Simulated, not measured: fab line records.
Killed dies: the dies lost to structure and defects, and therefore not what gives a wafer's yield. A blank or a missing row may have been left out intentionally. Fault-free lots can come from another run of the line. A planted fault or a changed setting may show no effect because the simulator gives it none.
Struck lot and sound lot, side by side | flow sky130 | 22 steps out of a route of 708
Sound: wafers L659.1, L659.2, L659.4. Wafers L672.1, L672.2, L672.4 were the ones struck. The cause comes at the end.
At each step with rows: each side's tool, then ch and its chambers, then its first start. Under that, the readings that differ: sound wafers | struck wafers | difference of the means | sigmas: that difference in standard deviations of wafers without a fault.
alike: readings with means less than 2 such deviations apart, plus words and numbers identical on both sides. not compared: withheld readings, readings lacking a value on some wafer, bounds such as >300 that could conceal the same value, and numbers that have no deviation in the record and whose values overlap.
A row with sigmas, a row that says differs or no value, or rows on one side alone: a step with any of these is where the two part. Numbers that don't overlap but have no deviation are shown without sigmas and don't part them. A reading that every wafer of one side lacks parts them only if that side has two wafers or more.

SKY_METAL4_ETCH_17: etches SiO2 in C4F8/O2/Ar, stops on TiN, time 3.9 s, target depth 15 nm.
  sound on rie-diel-03 ch 0,1,3, day 42 15:50; struck on rie-diel-02 ch 0,1,3, day 46 09:43
  alike: oes-product-au
  not compared: rf-hours-counter-h
SKY_METAL4_METAL_ETCH_18: etches the open film in Cl2/BCl3, stops on SiO2, target depth 845 nm, time 183.1 s.
  sound on rie-metal-01 ch 0,1, day 42 15:52; struck on rie-metal-01 ch 0,1, day 46 09:44
  alike: drypump-motor-current-A, oes-product-au, throttle-valve-pct
  not compared: rf-hours-counter-h
SKY_METAL4_STRIP_19: strips in O2/N2.
  sound on plasma-asher-01 ch 0,1, day 42 16:02; struck on plasma-asher-01 ch 0,1, day 46 09:55
  alike: drypump-motor-current-A, oes-product-au, strip-time-to-endpoint-s
  not compared: rf-hours-counter-h
then, 4 steps without rows for these wafers: SKY_METAL4_STRIP_20 (strips in post etch residue remover, time 1200 s); SKY_METAL4_CLEAN_21 (cleans in IPA, time 180 s); SKY_METAL4_CLEAN_22 (cleans in O3/DIW); SKY_VIA4_HDPCVD_00 (deposits SiO2, target thk 1750 nm, time 291.7 s).
SKY_VIA4_THK_MEAS_01:
  struck on film-metro-01, day 46 10:41; sound on film-metro-04, day 42 16:58
  alike: VIA4_HDPCVD_THK
SKY_VIA4_CMP_02: polishes SiO2.
  sound on cmp-01 ch 0,1,2, day 42 17:01; struck on cmp-02 ch 0,1,2, day 46 10:44
  alike: head-pressure-psi, motor-current-A
SKY_VIA4_BOW_MEAS_03:
  struck on film-metro-04, day 46 11:02; sound on film-metro-01, day 42 17:19
  alike: VIA4_BOW
then, 2 steps without rows for these wafers: SKY_VIA4_DEHYDRATE_04 (time 60 s); SKY_VIA4_HMDS_05 (prime time 60 s).
SKY_VIA4_COAT_06: resist thk 1140 nm.
  sound on litho-track-03 ch 0, day 43 04:05; struck on litho-track-04 ch 0, day 46 20:29
  reading                                   | sound                | struck               | difference | sigmas
  spin-speed-rpm (rpm)                      | 2996.8 2999.0 2998.7 | 2550.6 2552.3 2553.0 | -446.2     | -99 or more
  model.NOVOLAK_of_VIA4_COAT_06.thk-nm (nm) | 1149 1148 1146       | 1235 1239 1242       | +91        |
  alike: exhaust-pa
then, 4 steps without rows for these wafers: SKY_VIA4_SOFTBAKE_07 (time 60 s); SKY_VIA4_EXPOSE_08 (exposes mask VIM4, target cd 800 nm); SKY_VIA4_PEB_09; SKY_VIA4_DEVELOP_10 (develop time 60 s).
SKY_VIA4_OVL_MEAS_11:
  struck on overlay-02, day 47 06:29; sound on overlay-01, day 43 15:20
  alike: VIA4_OVL
SKY_VIA4_ETCH_12: etches SiO2 in C4F8/O2/Ar, stops on TiN, target depth 580 nm.
  sound on rie-diel-03 ch 0,2,3, day 43 15:23; struck on rie-diel-04 ch 1,2, day 47 06:31
  reading                                   | sound             | struck          | difference | sigmas
  model.NOVOLAK_of_VIA4_COAT_06.thk-nm (nm) | 1016 1017 1015    | 1105 1110 1111  | +93        |
  model.VIA4.cd-nm (nm)                     | 798.3 801.4 799.5 | 794.4 793 794.7 | -5.7       |
  alike: oes-product-au
SKY_VIA4_STRIP_13: strips in O2/N2.
  sound on plasma-asher-04 ch 0,1, day 43 15:27; struck on plasma-asher-04 ch 0,1, day 47 06:35
  reading                      | sound             | struck            | difference | sigmas
  strip-time-to-endpoint-s (s) | 12.87 12.88 12.84 | 13.87 13.94 13.96 | +1.06      | +32
  alike: drypump-motor-current-A, oes-product-au
  not compared: rf-hours-counter-h
then, 1 step without rows for these wafers: SKY_VIA4_STRIP_14 (strips in post etch residue remover, time 1200 s).
SKY_PAD_OPEN_PROBE_99:
  the record holds rows for the sound wafers here (prober-02, day 46 12:33) but none for the struck ones

## WHERE THEY PART
First at SKY_VIA4_COAT_06; last, within this record, at SKY_PAD_OPEN_PROBE_99.

WHY: what had been put in by the simulator
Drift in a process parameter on litho-track-04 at SKY_VIA4_COAT_06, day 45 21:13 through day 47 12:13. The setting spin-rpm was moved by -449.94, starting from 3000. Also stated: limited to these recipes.
